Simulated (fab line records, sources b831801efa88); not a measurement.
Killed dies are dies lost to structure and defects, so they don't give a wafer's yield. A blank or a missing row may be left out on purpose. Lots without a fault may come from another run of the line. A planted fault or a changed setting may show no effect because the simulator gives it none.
fab line records | flow sky130
record lots=14 wafers=42 last_day=49
route steps=708 shown METAL3@563 VIA3@587 METAL4@598
lots that met no fault: from a run of the same line without faults
start_h: hours from the record's first day to the start of the lot's first wafer shown | wait_h: hours since the lot's step before | " the same as in the row above | L1.1+2: a row that stands for several wafers | - no value, or no start given | * or withheld: withheld | < > ~ a bound
route shown NAME@n: a module of which the file shows steps, and the number in the route of the first | usual: mean/standard deviation of fault-free wafers | same: alike in all rows | chamber/n: place in a boat | sites: the reading at each site | _std_site: their standard deviation | _edge_site: outer sites' mean less inner sites' | radius_mm: how far each site lies from the wafer's centre | mask NAME#n: copy n | behind: the tool/chamber that last shaped the wafer | hold: why the lot was held/for how many hours/how that ended | device: the transistor (n, p or np) that didn't switch | end of line: the same wafers' tests at the end of the route | a step without rows: its recipe alone | killed: dies lost to structure and defects at the first sort, not the wafer's yield | map: a wafer's dies, x killed, . not, _ none there
set.NAME: the setting as run; set.NAME@STEP: as run at that earlier step | model.NAME: the simulator's own value behind a step, which no gauge read
steps of the route over a sample of lots; a table a step, a row a wafer
services: from which hour (start_h, from the record's first day; less than 0 if before it) a tool's chamber was out of use, for how many hours, and why
## steps
# step SKY_METAL3_CD_MEAS_13
# recipe target_cd_nm=300
# usual cd_nm=299.7/1.4
# columns lot.wafer tool chamber start_h wait_h cd_nm
L555.3 cd_sem-02 - 901.12 - 300.3
L555.4 " - " " 301.0
L555.5 " - " " 300.0
L556.3 cd_sem-02 - 905.79 - 299.5
L556.5 " - " " 298.6
L556.6 " - " " 299.4
L557.2 cd_sem-01 - 908.90 - 300.0
L557.4 " - " " 298.2
L557.5 " - " " 297.9
L558.4 cd_sem-01 - 918.21 - 298.8
L558.5 " - " " 297.8
L558.6 " - " " 297.9
L559.1 cd_sem-01 - 931.12 - 299.8
L559.3 " - " " 300.0
L559.6 " - " " 298.9
L560.3 cd_sem-02 - 937.62 - 297.9
L560.4 " - " " 298.4
L560.5 " - " " 297.9
L563.3 cd_sem-01 - 960.72 - 298.7
L563.5 " - " " 298.6
L563.6 " - " " 298.4
L564.1 cd_sem-02 - 965.45 - 299.2
L564.4 " - " " 300.0
L564.6 " - " " 300.9
L565.4 cd_sem-01 - 971.18 - 301.3
L565.5 " - " " 300.4
L565.6 " - " " 299.8
L567.2 cd_sem-01 - 988.54 - 301.1
L567.4 " - " " 300.0
L567.5 " - " " 298.5
L568.1 cd_sem-01 - 992.87 - 300.1
L568.2 " - " " 300.5
L568.6 " - " " 300.1
L569.1 cd_sem-01 - 1001.73 - 301.8
L569.5 " - " " 302.0
L569.6 " - " " 303.0
L570.2 cd_sem-02 - 1004.37 - 300.9
L570.4 " - " " 299.4
L570.5 " - " " 299.3
L575.2 cd_sem-01 - 1041.42 - 298.7
L575.3 " - " " 299.4
L575.5 " - " " 299.2
# step SKY_VIA3_ETCH_14
# recipe chemistry=N2/H2 target=BARC ion_energy_ev=200 source_w=500 bias_w=100 pressure_mtorr=30 n2_flow_sccm=100 h2_flow_sccm=200 stop_on=SiO2 time_s=45.9 target_depth_a=600
# usual drypump_motor_current_A=5.8/0.44 oes_product_au=0.855/0.0047 run_length_s=74.2/0.43 throttle_valve_pct=13.224/0.0098
# columns lot.wafer tool chamber start_h wait_h drypump_motor_current_A oes_product_au rf_hours_counter_h run_length_s throttle_valve_pct
L555.3 rie_diel-03 2 927.82 0.0 5.4 0.868 21 73.9 13.213
L555.4 " 0 " " 6.1 0.849 15 74.3 13.219
L555.5 " 3 " " 5.7 0.861 - 74.1 13.218
L556.3 rie_diel-01 3 932.36 0.0 6.1 0.860 16 74.0 13.221
L556.5 " 1 " " 6.2 0.862 - 73.8 13.210
L556.6 " 2 " " 4.8 0.856 - 74.5 13.225
L557.2 rie_diel-01 2 934.28 0.0 4.8 0.859 20 74.8 13.227
L557.4 " 0 " " 6.2 0.853 27 74.6 13.214
L557.5 " 3 " " 6.2 0.853 - 74.4 13.237
L558.4 rie_diel-02 2 942.71 0.0 5.4 0.859 17 74.4 13.246
L558.5 " 0 " " 5.7 0.849 - 74.3 13.240
L558.6 " 1 " " 6.0 0.849 - 74.0 13.213
L559.1 rie_diel-02 2 957.66 0.0 5.4 0.861 17 74.2 13.230
L559.3 " 0 " " 5.7 0.856 7 74.2 13.216
L559.6 " 0 " " 5.7 0.860 - 74.4 13.212
L560.3 rie_diel-03 2 963.66 0.0 5.4 0.853 22 74.1 13.213
L560.4 " 1 " " 5.9 0.856 16 74.9 13.227
L560.5 " 0 " " 6.1 0.853 - 73.8 13.235
L563.3 rie_diel-02 1 986.56 0.0 6.0 0.853 16 73.6 13.217
L563.5 " 3 " " 5.4 0.858 - 73.7 13.224
L563.6 " 2 " " 5.4 0.850 - 74.3 13.220
L564.1 rie_diel-03 1 991.11 0.0 5.8 0.854 17 75.2 13.240
L564.4 " 0 " " 6.1 0.858 - 73.7 13.219
L564.6 " 1 " " 5.8 0.862 - 74.9 13.216
L565.4 rie_diel-03 0 996.20 0.0 6.1 0.861 - 73.8 13.223
L565.5 " 3 " " 5.7 0.861 - 74.1 13.227
L565.6 " 1 " " 5.8 0.856 - 74.9 13.230
L567.2 rie_diel-01 3 1013.58 0.0 6.2 0.853 17 74.1 13.220
L567.4 " 0 " " 6.2 0.855 29 74.6 13.244
L567.5 " 1 " " 6.3 0.852 - 74.2 13.211
L568.1 rie_diel-01 2 1017.18 0.0 4.8 0.983 23 58.1 13.238
L568.2 " 1 " " 6.2 1.004 29 57.8 13.231
L568.6 " 3 " " 6.1 0.994 - 57.6 13.250
L569.1 rie_diel-01 2 1026.52 0.0 4.8 0.992 23 58.2 13.214
L569.5 " 2 " " 4.8 1.001 - 57.9 13.229
L569.6 " 1 " " 6.2 1.005 - 57.5 13.230
L570.2 rie_diel-02 1 1028.53 0.0 6.0 0.851 17 73.8 13.223
L570.4 " 2 " " 5.4 0.849 19 74.7 13.224
L570.5 " 0 " " 5.6 0.858 - 74.4 13.233
L575.2 rie_diel-03 1 1064.86 0.0 5.8 0.852 21 75.5 13.211
L575.3 " 0 " " 6.1 0.851 21 73.6 13.238
L575.5 " 0 " " 6.1 0.850 - 74.4 13.232
# step SKY_VIA3_ETCH_15
# recipe target=SiO2 chemistry=C4F8/O2/Ar target_depth_nm=507 stop_on=TiN mask_material=KrF-thick source_w=1500 bias_w=1200 pressure_mtorr=40 c4f8_flow_sccm=withheld O2_flow_sccm=6 Ar_flow_sccm=300 time_s=78
# usual oes_product_au=0.946/0.0046 run_length_s=106.4/0.47
# columns lot.wafer tool chamber start_h wait_h oes_product_au rf_hours_counter_h run_length_s
L555.3 rie_diel-03 2 927.86 0.0 0.949 21 106.6
L555.4 " 0 " " 0.946 15 106.1
L555.5 " 3 " " 0.946 - 106.0
L556.3 rie_diel-01 3 932.40 0.0 0.950 16 106.0
L556.5 " 1 " " 0.955 - 106.1
L556.6 " 2 " " 0.944 - 106.8
L557.2 rie_diel-01 2 934.32 0.0 0.946 20 107.2
L557.4 " 0 " " 0.941 27 106.7
L557.5 " 3 " " 0.951 - 105.7
L558.4 rie_diel-02 2 942.75 0.0 0.939 17 106.7
L558.5 " 0 " " 0.945 - 106.5
L558.6 " 1 " " 0.948 - 106.5
L559.1 rie_diel-02 2 957.70 0.0 0.945 17 106.5
L559.3 " 0 " " 0.938 7 107.1
L559.6 " 0 " " 0.949 - 106.7
L560.3 rie_diel-03 2 963.70 0.0 0.940 22 106.1
L560.4 " 1 " " 0.942 16 107.5
L560.5 " 0 " " 0.938 - 106.1
L563.3 rie_diel-02 1 986.60 0.0 0.944 16 106.0
L563.5 " 3 " " 0.948 - 106.2
L563.6 " 2 " " 0.946 - 106.6
L564.1 rie_diel-03 1 991.15 0.0 0.947 17 107.5
L564.4 " 0 " " 0.949 - 105.8
L564.6 " 1 " " 0.940 - 107.3
L565.4 rie_diel-03 0 996.25 0.0 0.953 - 106.6
L565.5 " 3 " " 0.952 - 105.9
L565.6 " 1 " " 0.945 - 107.0
L567.2 rie_diel-01 3 1013.62 0.0 0.948 17 106.2
L567.4 " 0 " " 0.948 29 107.0
L567.5 " 1 " " 0.947 - 106.0
L568.1 rie_diel-01 2 1017.22 0.0 0.453 23 107.1
L568.2 " 1 " " 0.557 29 105.8
L568.6 " 3 " " 0.454 - 106.1
L569.1 rie_diel-01 2 1026.56 0.0 0.502 23 106.9
L569.5 " 2 " " 0.475 - 106.6
L569.6 " 1 " " 0.553 - 106.4
L570.2 rie_diel-02 1 1028.57 0.0 0.955 17 105.9
L570.4 " 2 " " 0.949 19 106.4
L570.5 " 0 " " 0.952 - 106.3
L575.2 rie_diel-03 1 1064.90 0.0 0.945 21 107.5
L575.3 " 0 " " 0.953 21 105.8
L575.5 " 0 " " 0.947 - 106.2
# step SKY_VIA3_STRIP_16
# recipe chemistry=O2/N2 power_w=1400 pressure_mtorr=1500 platen_temp_c=withheld o2_flow_sccm=3000 n2_flow_sccm=300 overash_fraction=0.5
# usual drypump_motor_current_A=5.7/0.38 oes_product_au=0.402/0.0049 strip_time_to_endpoint_s=4.143/0.027
# columns lot.wafer tool chamber start_h wait_h drypump_motor_current_A oes_product_au rf_hours_counter_h strip_time_to_endpoint_s
L555.3 plasma_asher-02 0 927.96 0.1 5.3 0.404 - 4.134
L555.4 " 1 " " 5.4 0.410 - 4.132
L555.5 " 1 " " 5.4 0.394 - 4.140
L556.3 plasma_asher-01 1 932.49 0.1 6.3 0.401 - 4.170
L556.5 " 0 " " 5.4 0.399 - 4.134
L556.6 " 1 " " 6.2 0.405 - 4.147
L557.2 plasma_asher-02 0 934.38 0.0 5.3 0.410 49 4.144
L557.4 " 0 " " 5.3 0.386 - 4.130
L557.5 " 1 " " 5.4 0.403 - 4.140
L558.4 plasma_asher-02 0 942.84 0.1 5.3 0.402 - 4.160
L558.5 " 0 " " 5.3 0.397 - 4.114
L558.6 " 1 " " 5.4 0.406 - 4.140
L559.1 plasma_asher-01 1 957.76 0.0 6.3 0.402 115 4.154
L559.3 " 0 " " 5.4 0.396 - 4.108
L559.6 " 0 " " 5.4 0.402 - 4.086
L560.3 plasma_asher-04 0 963.79 0.1 5.7 0.399 - 4.147
L560.4 " 1 " " 6.1 0.400 - 4.147
L560.5 " 0 " " 5.7 0.401 - 4.169
L563.3 plasma_asher-01 1 986.69 0.1 6.2 0.408 - 4.088
L563.5 " 1 " " 6.2 0.398 - 4.139
L563.6 " 0 " " 5.5 0.408 - 4.135
L564.1 plasma_asher-04 0 991.21 0.0 5.7 0.401 26 4.113
L564.4 " 1 " " 6.2 0.400 - 4.125
L564.6 " 0 " " 5.7 0.399 - 4.137
L565.4 plasma_asher-01 0 996.32 0.0 5.4 0.400 - 4.143
L565.5 " 1 " " 6.2 0.406 - 4.194
L565.6 " 0 " " 5.4 0.408 - 4.148
L567.2 plasma_asher-01 0 1013.68 0.0 5.4 0.402 121 4.175
L567.4 " 0 " " 5.4 0.393 - 4.145
L567.5 " 0 " " 5.4 0.404 - 4.139
L568.1 plasma_asher-01 1 1017.28 0.0 6.2 0.407 121 4.314
L568.2 " 0 " " 5.4 0.400 121 4.282
L568.6 " 1 " " 6.2 0.411 - 4.298
L569.1 plasma_asher-01 0 1026.62 0.0 5.5 0.408 122 4.335
L569.5 " 1 " " 6.2 0.413 - 4.348
L569.6 " 0 " " 5.4 0.405 - 4.276
L570.2 plasma_asher-04 0 1028.63 0.0 5.7 0.392 29 4.099
L570.4 " 0 " " 5.7 0.398 - 4.136
L570.5 " 1 " " 6.1 0.400 - 4.096
L575.2 plasma_asher-01 1 1064.96 0.0 6.2 0.407 0 4.121
L575.3 " 0 " " 5.5 0.403 - 4.126
L575.5 " 0 " " 5.4 0.401 - 4.141
# step SKY_VIA3_SPUTTER_20
# recipe material=TiN target_thk_nm=20 chamber_pressure_pa=5 power_w=4000 time_s=80
# usual cathode_dc_power_W=4000.0/0.73 throttle_valve_pct=30.5/1.1
# columns lot.wafer tool chamber start_h wait_h cathode_dc_power_W throttle_valve_pct
L555.3 pvd_sputter-04 - 928.58 0.0 4000.1 29.7
L555.4 " - " " 4000.9 32.7
L555.5 " - " " 3999.3 29.8
L556.3 pvd_sputter-04 - 933.08 0.0 3999.3 29.9
L556.5 " - " " 3999.7 29.6
L556.6 " - " " 3999.7 32.4
L557.2 pvd_sputter-01 - 934.98 0.0 3999.5 28.4
L557.4 " - " " 4002.0 31.7
L557.5 " - " " 4000.0 31.9
L558.4 pvd_sputter-03 - 943.40 0.0 3999.0 30.3
L558.5 " - " " 3999.2 30.1
L558.6 " - " " 4000.0 31.0
L559.1 pvd_sputter-01 - 958.41 0.0 3999.6 32.0
L559.3 " - " " 4000.7 28.7
L559.6 " - " " 4001.4 31.4
L560.3 pvd_sputter-04 - 964.45 0.0 4001.0 30.9
L560.4 " - " " 3999.9 32.6
L560.5 " - " " 4000.6 32.6
L563.3 pvd_sputter-04 - 987.32 0.0 3998.9 29.7
L563.5 " - " " 4000.2 29.0
L563.6 " - " " 4001.0 32.4
L564.1 pvd_sputter-03 - 991.84 0.0 3999.3 30.1
L564.4 " - " " 4000.1 30.9
L564.6 " - " " 3998.8 30.0
L565.4 pvd_sputter-03 - 996.88 0.0 3999.3 30.6
L565.5 " - " " 3999.1 30.8
L565.6 " - " " 4000.0 29.5
L567.2 pvd_sputter-01 - 1014.28 0.0 3999.6 31.2
L567.4 " - " " 4000.2 30.6
L567.5 " - " " 3999.7 30.7
L568.1 pvd_sputter-04 - 1017.87 0.0 3999.5 29.1
L568.2 " - " " 4000.4 29.8
L568.6 " - " " 4001.3 29.8
L569.1 pvd_sputter-03 - 1027.22 0.0 3999.4 30.8
L569.5 " - " " 4001.3 30.1
L569.6 " - " " 3999.4 31.0
L570.2 pvd_sputter-01 - 1029.22 0.0 3999.8 31.2
L570.4 " - " " 3998.7 31.9
L570.5 " - " " 3999.6 31.1
L575.2 pvd_sputter-04 - 1065.60 0.0 4000.3 32.7
L575.3 " - " " 4001.6 30.9
L575.5 " - " " 4000.0 31.1
# step SKY_METAL4_SPUTTER_00
# recipe material=Ti target_thk_nm=15 power_w=3000 time_s=10 chamber_pressure_pa=0.4
# usual cathode_dc_power_W=3000.0/0.54 throttle_valve_pct=30.6/0.86
# columns lot.wafer tool chamber start_h wait_h cathode_dc_power_W throttle_valve_pct
L555.3 pvd_sputter-01 - 929.25 0.2 2999.4 31.7
L555.4 " - " " 3000.0 30.8
L555.5 " - " " 3000.8 28.4
L556.3 pvd_sputter-01 - 933.75 0.1 2999.7 28.9
L556.5 " - " " 2999.8 31.2
L556.6 " - " " 3000.9 30.8
L557.2 pvd_sputter-02 - 935.68 0.1 3000.1 30.4
L557.4 " - " " 3000.0 29.6
L557.5 " - " " 2999.9 30.4
L558.4 pvd_sputter-03 - 944.07 0.1 2999.9 29.9
L558.5 " - " " 2999.0 30.8
L558.6 " - " " 2999.4 29.9
L559.1 pvd_sputter-03 - 959.08 0.1 2999.5 30.1
L559.3 " - " " 3000.7 29.5
L559.6 " - " " 3000.2 30.9
L560.3 pvd_sputter-01 - 965.11 0.2 3000.9 28.5
L560.4 " - " " 2999.7 32.0
L560.5 " - " " 3000.0 32.1
L563.3 pvd_sputter-01 - 988.05 0.2 2999.0 28.8
L563.5 " - " " 2999.8 31.1
L563.6 " - " " 2999.6 28.5
L564.1 pvd_sputter-02 - 992.51 0.2 2999.3 30.4
L564.4 " - " " 2999.4 31.7
L564.6 " - " " 3000.4 31.6
L565.4 pvd_sputter-02 - 997.54 0.2 2999.9 29.8
L565.5 " - " " 3000.5 29.9
L565.6 " - " " 3000.7 31.8
L567.2 pvd_sputter-03 - 1014.95 0.2 3000.4 31.1
L567.4 " - " " 2999.2 29.8
L567.5 " - " " 2999.6 30.1
L570.2 pvd_sputter-03 - 1029.89 0.1 3000.8 30.9
L570.4 " - " " 2998.6 30.3
L570.5 " - " " 2999.7 30.1
L575.2 pvd_sputter-01 - 1066.26 0.2 2999.4 31.3
L575.3 " - " " 3000.0 30.8
L575.5 " - " " 3000.4 31.7
## services
# columns tool chamber start_h hours kind
rie_diel-02 1 907.24 4.4 repair
rie_diel-03 3 907.79 4.5 repair
plasma_asher-01 - 917.81 11.4 repair
rie_diel-03 0 923.08 4.2 repair
plasma_asher-02 - 931.53 2.7 repair
plasma_asher-02 - 935.02 3.1 repair
plasma_asher-04 - 953.76 2.8 pm
plasma_asher-01 - 961.07 1.9 repair
rie_diel-01 3 966.64 46.5 repair
pvd_sputter-03 3 974.16 - consumable_replace:kit
rie_diel-03 2 976.40 111.1 repair
rie_diel-01 - 993.07 14.6 pm
plasma_asher-02 - 994.19 0.8 repair
rie_diel-02 - 1001.26 2.8 pm
rie_diel-01 0 1014.53 - clean
rie_diel-01 0 1014.53 15.7 scheduled_down
rie_diel-01 0 1014.53 15.7 vent_cycle
pvd_sputter-03 - 1016.42 6.8 repair
pvd_sputter-01 - 1020.79 7.9 repair
rie_diel-01 - 1027.35 0.9 repair
rie_diel-01 1 1035.40 - clean
rie_diel-01 1 1035.40 17.6 scheduled_down
rie_diel-01 1 1035.40 17.6 vent_cycle
plasma_asher-01 - 1055.25 9.0 pm
## key
first_sign step=SKY_VIA3_ETCH_14 reading=run_length_s direction=down sigmas=38 usual=* struck=*
effect step=SKY_VIA3_ETCH_14 reading=oes_product_au direction=up sigmas=30 usual=0.855 struck=0.997
effect step=SKY_VIA3_ETCH_15 reading=oes_product_au direction=down sigmas=97 usual=0.946 struck=0.499
effect step=SKY_VIA3_STRIP_16 reading=strip_time_to_endpoint_s direction=up sigmas=6.2 usual=* struck=*
effect step=SKY_METAL4_SPUTTER_00 reading=visit direction=missing
met_at SKY_VIA3_ETCH_14
struck_lots L568,L569
later_rows_left_out L568.1,L568.2,L568.6,L569.1,L569.5,L569.6
sort_left_out L568.1,L568.2,L568.6,L569.1,L569.5,L569.6
not_acting_at SKY_METAL3_CD_MEAS_13,SKY_VIA3_SPUTTER_20
onset_between 1013.58 1017.18
fault kind=process_parameter_drift tool=rie_diel-01 chamber=- onset_h=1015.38 steps=SKY_VIA3_ETCH_14 channel=time_s offset=* shape=step end_h=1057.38 acts_in=* stated=*
# sort_left_out: the simulated sort isn't trusted on such a fault, so these wafers' sort isn't shown, and their yield isn't known
# later_rows_left_out: the simulator's readings of these wafers behind a module that went badly wrong aren't trusted and aren't shown, but for the sort
